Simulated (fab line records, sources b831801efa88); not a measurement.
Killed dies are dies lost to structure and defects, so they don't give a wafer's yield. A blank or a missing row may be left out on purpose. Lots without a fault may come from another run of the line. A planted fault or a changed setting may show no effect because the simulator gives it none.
One fault seen from 2 desks | flow sky130 | each desk has only its own numbers; what lay behind them comes last

THE TOOL OWNER'S DESK: hdpcvd-02
The tool's own readings at SKY_VIA4_HDPCVD_00 (deposits SiO2, target thk 1750 nm, time 291.7 s): means of the sampled wafers that have a number, for each lot that ran on this tool. A lot is out of limits, marked OUT, if its mean lies more than 4 standard deviations from the usual mean; the brackets give that distance.
Columns: A = susceptor_temp_C at SKY_VIA4_HDPCVD_00, usual 399.97 C
lot  | first seen here | A
L879 | day 42 03:42    | 399.93
L881 | day 42 05:33    | 399.67
L882 | day 42 20:14    | 399.99
L883 | day 43 04:14    | 399.98
L884 | day 43 22:21    | 400.13
L886 | day 43 23:48    | 399.99
L887 | day 44 09:15    | 399.91
L898 | day 47 05:20    | 400.01
L900 | day 47 23:26    | 399.91
This desk's finding: nothing out of limits on any of the 9 lots.

THE METROLOGY DESK
What the gauges read, lot by lot, whatever tool the lot ran on: means of the sampled wafers that have a number. A lot is out of limits, marked OUT, if its mean lies more than 4 standard deviations from the usual mean; the brackets give that distance.
Columns: A = CAP2M_OVL at SKY_CAP2M_OVL_MEAS_12, usual -0.6 nm; B = VIA4_HDPCVD_THK at SKY_VIA4_THK_MEAS_01, usual 1756 nm
lot  | first seen here | A    | B
L879 | day 41 01:52    | -0.2 | 1755
L881 | day 41 04:16    | -3.2 | 1749
L882 | day 41 18:28    | -0.6 | 1759
L883 | day 42 02:16    | -0.9 | 1769
L884 | day 42 21:49    | -0.6 | 1757
L885 | day 42 22:26    | -0.2 | 1764
L886 | day 42 23:26    | 0.4  | 3242 (+93) OUT
L887 | day 43 08:49    | 0.1  | 3242 (+93) OUT
L894 | day 45 13:07    | -1.2 | 1766
L896 | day 45 17:56    | -0.1 | 1738
L898 | day 46 08:01    | -0.8 | 1740
L900 | day 47 01:41    | -0.5 | 1740
This desk's finding: out of limits on L886, L887; first on L886, day 43 23:59 (VIA4_HDPCVD_THK at SKY_VIA4_THK_MEAS_01). In limits: L879, L881, L882, L883, L884, L885, L894, L896, L898, L900.

PUT TOGETHER
The metrology desk could have raised an alarm at day 43 23:59, on L886, L887.
The tool owner's desk saw nothing out of limits.
The tool owner's desk has L886, L887 on record, within its limits.
Of the lots named, all ran SKY_VIA4_HDPCVD_00 on hdpcvd-02.

WHAT THE SIMULATOR HAD PUT IN
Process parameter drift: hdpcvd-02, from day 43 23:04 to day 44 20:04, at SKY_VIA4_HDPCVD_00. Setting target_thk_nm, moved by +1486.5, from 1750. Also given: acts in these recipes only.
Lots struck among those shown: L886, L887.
Hours from the fault's start to each desk's first reading out of limits: the metrology desk, 1.
